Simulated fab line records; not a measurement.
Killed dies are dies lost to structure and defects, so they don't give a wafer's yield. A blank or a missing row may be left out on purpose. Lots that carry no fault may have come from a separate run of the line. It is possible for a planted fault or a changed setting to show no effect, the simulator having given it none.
fab line records + flow sky130
record:
- lots: 6
- wafers: 18
- last-day: 50
route steps=708 shown CAP2M@615 METAL4@621
lots with no fault: from the same line, run without faults
start-h: the number of hours between the record's first day and the start of the first shown wafer of the lot + wait-h: hours from the lot's prior step to this one + " repeats the value in the row above + L1.1+2: a single row standing in for several wafers + - no value present, or no start provided + * or withheld: withheld + < > ~ a bound
route shown NAME@n: names a module that has steps shown in the file, with the first one's number in the route + usual: average and standard deviation across the fault-free wafers + same: alike in all rows + chamber/n: place in a boat + sites: the reading at each site + _std_site: the standard deviation of these + _edge_site: outer sites' mean less inner sites' + radius-mm: how far each site lies from the wafer's centre + mask NAME#n: copy n + behind: the most recent tool/chamber to have shaped the wafer + hold: reason for holding the lot/hours on hold/outcome of the hold + device: the transistor (n, p or np) that didn't switch + end of line: the same wafers' tests at the end of the route + a step with no rows: only its recipe + killed: the dies lost at the first sort to structure and to defects; this is not the yield of the wafer + map: shows each die of a wafer: x if killed, . if not, _ if none is there
set.NAME: the setting the step ran with; set.NAME@STEP: the setting that earlier step ran with + model.NAME: the simulator's own value behind a step, which no gauge read
lots at some steps of the route; a table a step, a row a wafer
services: when a tool's chamber went out of use (start-h, in hours from the record's first day, below 0 if earlier), for how many hours, and the reason
== steps ==
step: SKY_CAP2M_OVL_MEAS_12
usual:
- CAP2M_OVL: 0.7/1.4
| lot.wafer | tool       | chamber | start-h | wait-h | CAP2M_OVL[nm] |
|-----------|------------|---------|---------|--------|---------------|
| L789.2    | overlay-01 | -       | 980.08  | 0.1    | 2.5           |
| L789.5    | "          | -       | "       | "      | 2.0           |
| L789.6    | "          | -       | "       | "      | 2.9           |
| L791.1    | overlay-02 | -       | 994.80  | 0.1    | 0.4           |
| L791.4    | "          | -       | "       | "      | -0.1          |
| L791.5    | "          | -       | "       | "      | 1.0           |
| L797.1    | overlay-01 | -       | 1040.44 | 0.1    | -1.0          |
| L797.2    | "          | -       | "       | "      | -0.6          |
| L797.4    | "          | -       | "       | "      | -1.4          |
| L798.2    | overlay-02 | -       | 1044.88 | 0.1    | 1.6           |
| L798.4    | "          | -       | "       | "      | 1.2           |
| L798.6    | "          | -       | "       | "      | 0.7           |
| L809.2    | overlay-01 | -       | 1112.38 | 0.1    | -1.2          |
| L809.4    | "          | -       | "       | "      | 1.3           |
| L809.5    | "          | -       | "       | "      | 1.9           |
| L808.1    | overlay-01 | -       | 1117.23 | 0.1    | 1.6           |
| L808.2    | "          | -       | "       | "      | 2.3           |
| L808.3    | "          | -       | "       | "      | 2.4           |
step: SKY_CAP2M_METAL_ETCH_13
recipe:
- target-depth-nm: 220
- stop-on: SiO2
- chemistry: Cl2/BCl3
- target: TiN
- pressure-mtorr: 10
- icp-w: 900
- bias-w: 48.5
- Cl2_flow_sccm: 60
- bcl3-flow-sccm: 30
- time-s: 62.9
usual:
- chamber-pressure-mTorr: 9.999/0.0084
- drypump-motor-current-A: 5.3/0.35
- oes-product-au: 0.939/0.0069
- throttle-valve-pct: 21.905/0.0099
| lot.wafer | tool         | chamber | start-h | wait-h | chamber-pressure-mTorr | drypump-motor-current-A | oes-product-au | rf-hours-counter-h | throttle-valve-pct |
|-----------|--------------|---------|---------|--------|------------------------|-------------------------|----------------|--------------------|--------------------|
| L789.2    | rie-metal-01 | 0       | 980.11  | 0.0    | 10.001                 | 5.3                     | 0.933          | 14                 | 21.903             |
| L789.5    | "            | 1       | "       | "      | 9.996                  | 4.8                     | 0.935          | -                  | 21.905             |
| L789.6    | "            | 0       | "       | "      | 10.014                 | 5.3                     | 0.939          | -                  | 21.914             |
| L791.1    | rie-metal-03 | 1       | 994.84  | 0.0    | 9.976                  | 5.6                     | 0.939          | 10                 | 21.891             |
| L791.4    | "            | 1       | "       | "      | 10.009                 | 5.6                     | 0.922          | -                  | 21.920             |
| L791.5    | "            | 1       | "       | "      | 9.992                  | 5.6                     | 0.941          | -                  | 21.905             |
| L797.1    | rie-metal-04 | 1       | 1040.48 | 0.0    | 9.991                  | 5.3                     | 0.936          | 14                 | 21.926             |
| L797.2    | "            | 0       | "       | "      | 9.997                  | 5.3                     | 0.932          | 12                 | 21.919             |
| L797.4    | "            | 1       | "       | "      | 9.992                  | 5.3                     | 0.934          | -                  | 21.916             |
| L798.2    | rie-metal-03 | 1       | 1044.91 | 0.0    | 10.005                 | 5.6                     | 0.942          | 14                 | 21.901             |
| L798.4    | "            | 0       | "       | "      | 9.998                  | 6.1                     | 0.940          | -                  | 21.909             |
| L798.6    | "            | 1       | "       | "      | 9.997                  | 5.6                     | 0.941          | -                  | 21.910             |
| L809.2    | rie-metal-01 | 0       | 1112.41 | 0.0    | 9.996                  | 5.3                     | 0.937          | 23                 | 21.894             |
| L809.4    | "            | 0       | "       | "      | 9.994                  | 5.4                     | 0.941          | -                  | 21.908             |
| L809.5    | "            | 1       | "       | "      | 10.006                 | 4.8                     | 0.931          | -                  | 21.907             |
| L808.1    | rie-metal-01 | 0       | 1117.26 | 0.0    | 10.005                 | 5.3                     | 0.936          | 23                 | 21.904             |
| L808.2    | "            | 1       | "       | "      | 9.994                  | 4.8                     | 0.941          | 12                 | 21.877             |
| L808.3    | "            | 0       | "       | "      | 10.011                 | 5.3                     | 0.940          | -                  | 21.904             |
step: SKY_CAP2M_STRIP_14
recipe:
- chemistry: O2/N2
- power-w: 1400
- pressure-mtorr: 1500
- platen-temp-c: withheld
- o2-flow-sccm: 3000
- n2-flow-sccm: 300
- overash-fraction: 0.5
usual:
- chamber-pressure-mTorr: 1499.9/1.5
- drypump-motor-current-A: 5.9/0.59
- n2-flow-sccm: 300.1/0.82
- oes-product-au: 0.710/0.0042
- strip-time-to-endpoint-s: 12.67/0.041
| lot.wafer | tool            | chamber | start-h | wait-h | chamber-pressure-mTorr | drypump-motor-current-A | n2-flow-sccm | oes-product-au | rf-hours-counter-h | strip-time-to-endpoint-s |
|-----------|-----------------|---------|---------|--------|------------------------|-------------------------|--------------|----------------|--------------------|--------------------------|
| L789.2    | plasma-asher-02 | 1       | 980.19  | 0.1    | 1497.5                 | 6.1                     | 299.3        | 0.712          | 115                | 12.65                    |
| L789.5    | "               | 0       | "       | "      | 1498.5                 | 4.9                     | 300.7        | 0.706          | -                  | 12.70                    |
| L789.6    | "               | 1       | "       | "      | 1501.1                 | 6.1                     | 299.6        | 0.709          | -                  | 12.64                    |
| L791.1    | plasma-asher-01 | 1       | 994.99  | 0.1    | 1498.7                 | 5.8                     | 300.1        | 0.702          | 88                 | 12.74                    |
| L791.4    | "               | 0       | "       | "      | 1500.5                 | 6.6                     | 299.0        | 0.714          | -                  | 12.71                    |
| L791.5    | "               | 1       | "       | "      | 1499.6                 | 5.8                     | 300.9        | 0.719          | -                  | 12.69                    |
| L797.1    | plasma-asher-01 | 1       | 1040.55 | 0.1    | 1503.6                 | 5.8                     | 299.1        | 0.709          | 91                 | 12.78                    |
| L797.2    | "               | 0       | "       | "      | 1499.3                 | 6.6                     | 300.5        | 0.713          | 91                 | 12.65                    |
| L797.4    | "               | 0       | "       | "      | 1498.9                 | 6.6                     | 300.8        | 0.711          | -                  | 12.77                    |
| L798.2    | plasma-asher-04 | 1       | 1044.99 | 0.1    | 1498.5                 | 5.8                     | 299.4        | 0.712          | 30                 | 12.63                    |
| L798.4    | "               | 0       | "       | "      | 1500.1                 | 6.6                     | 298.6        | 0.711          | -                  | 12.63                    |
| L798.6    | "               | 0       | "       | "      | 1501.4                 | 6.6                     | 299.6        | 0.714          | -                  | 12.64                    |
| L809.2    | plasma-asher-04 | 0       | 1112.49 | 0.1    | 1500.0                 | 6.6                     | 300.0        | 0.706          | 37                 | 12.66                    |
| L809.4    | "               | 1       | "       | "      | 1501.6                 | 5.8                     | 301.0        | 0.707          | -                  | 12.70                    |
| L809.5    | "               | 0       | "       | "      | 1501.7                 | 6.6                     | 301.0        | 0.707          | -                  | 12.73                    |
| L808.1    | plasma-asher-02 | 0       | 1117.34 | 0.1    | 1496.8                 | 5.0                     | 300.6        | 0.717          | 6                  | 12.62                    |
| L808.2    | "               | 1       | "       | "      | 1501.6                 | 6.0                     | 300.9        | 0.717          | 6                  | 12.69                    |
| L808.3    | "               | 1       | "       | "      | 1498.7                 | 6.0                     | 301.2        | 0.710          | -                  | 12.66                    |
step: SKY_CAP2M_STRIP_15
recipe:
- chemistry: post-etch-residue-remover
- time-s: 1200
- temp-c: 72.5
step: SKY_CAP2M_CLEAN_16
recipe:
- chemistry: IPA
- time-s: 180
- temp-c: 25
step: SKY_CAP2M_CLEAN_17
recipe:
- chemistry: O3/DIW
- dry: n2-spin
step: SKY_METAL4_DEHYDRATE_05
recipe:
- temp-c: 200
- time-s: 60
step: SKY_METAL4_HMDS_06
recipe:
- prime-time-s: 60
- prime-temp-c: 120
step: SKY_METAL4_COAT_07
recipe:
- resist: BARC
- temp-c: withheld
- time-s: withheld
- spin-rpm: 3000
- resist-thk-nm: 60
step: SKY_METAL4_COAT_08
recipe:
- resist: KrF-thick
- spin-rpm: 3000
- resist-thk-nm: 1140
step: SKY_METAL4_SOFTBAKE_09
recipe:
- temp-c: 100
- time-s: 90
- resist: KrF-thick
step: SKY_METAL4_EXPOSE_10
recipe:
- mask-id: MM4
- na: 0.68
- source-shape: annular
- sigma-inner: 0.4
- sigma-outer: 0.8
- target-cd-nm: 300
- dose-mj: 28
step: SKY_METAL4_PEB_11
recipe:
- peb-temp-c: withheld
- peb-time-s: withheld
- resist: KrF-thick
usual:
- chill-plate-temp-C: *
- exhaust-pa: 44.9/0.9
| lot.wafer | tool           | chamber | start-h | wait-h | chill-plate-temp-C | exhaust-pa |
|-----------|----------------|---------|---------|--------|--------------------|------------|
| L789.2    | litho-track-03 | 0       | 1003    | -      | *                  | 44.9       |
| L789.5    | "              | 0       | 1004    | -      | *                  | 44.7       |
| L789.6    | "              | 0       | "       | "      | *                  | 44.6       |
| L791.1    | litho-track-02 | 0       | 1018    | -      | *                  | 44.3       |
| L791.4    | "              | 0       | "       | "      | *                  | 43.7       |
| L791.5    | "              | 0       | "       | "      | *                  | 43.9       |
| L797.1    | litho-track-02 | -       | 1062    | -      | -                  | -          |
| L797.2    | "              | -       | "       | "      | -                  | -          |
| L797.4    | "              | -       | "       | "      | -                  | -          |
| L798.2    | litho-track-04 | -       | 1067    | -      | -                  | -          |
| L798.4    | "              | -       | "       | "      | -                  | -          |
| L798.6    | "              | -       | "       | "      | -                  | -          |
| L809.2    | litho-track-02 | 0       | 1133    | -      | *                  | 44.1       |
| L809.4    | "              | 0       | "       | "      | *                  | 45.2       |
| L809.5    | "              | 0       | "       | "      | *                  | 44.8       |
| L808.1    | litho-track-04 | 0       | 1136    | -      | *                  | 44.7       |
| L808.2    | "              | 0       | "       | "      | *                  | 43.8       |
| L808.3    | "              | 0       | "       | "      | *                  | 43.5       |
step: SKY_METAL4_DEVELOP_12
recipe:
- develop-time-s: 60
- resist: KrF-thick
- dev-temp-c: 21
== services ==
| tool            | chamber | start-h | hours | kind       |
|-----------------|---------|---------|-------|------------|
| rie-metal-03    | 0       | 961.10  | 45.0  | repair     |
| plasma-asher-01 | -       | 1015.86 | 9.2   | repair     |
| rie-metal-01    | -       | 1025.86 | 1.4   | pm         |
| plasma-asher-01 | -       | 1028.03 | 6.2   | repair     |
| rie-metal-01    | -       | 1040.47 | 2.8   | pm         |
| plasma-asher-02 | -       | 1055.25 | 9.0   | pm         |
| plasma-asher-02 | 0       | 1055.25 | 9.0   | vent-cycle |
| plasma-asher-02 | 1       | 1055.25 | 9.0   | vent-cycle |
| plasma-asher-02 | 0       | 1064.25 | -     | clean      |
| plasma-asher-02 | 1       | 1064.25 | -     | clean      |
== key ==
first-sign:
- step: SKY_METAL4_PEB_11
- reading: tool-record
- direction: missing
effect none on later readings
met-at SKY_METAL4_PEB_11
struck-wafers L797.1,L797.2,L797.4,L798.2,L798.4,L798.6
later-rows-left-out L797.1,L797.2,L797.4,L798.2,L798.4,L798.6
sort-left-out L797.1,L797.2,L797.4,L798.2,L798.4,L798.6
onset-between 1018 1062
fault:
- kind: skipped-step-whole
- tool: litho-track-02,litho-track-04
- chamber: -
- onset-h: 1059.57
- steps: SKY_METAL4_PEB_11
- scope: struck-lots-only
sort-left-out: the simulated sort isn't trusted on such a fault, so these wafers' sort isn't shown, and their yield isn't known
later-rows-left-out: the simulator's readings of these wafers behind a module that went badly wrong aren't trusted and aren't shown, but for the sort
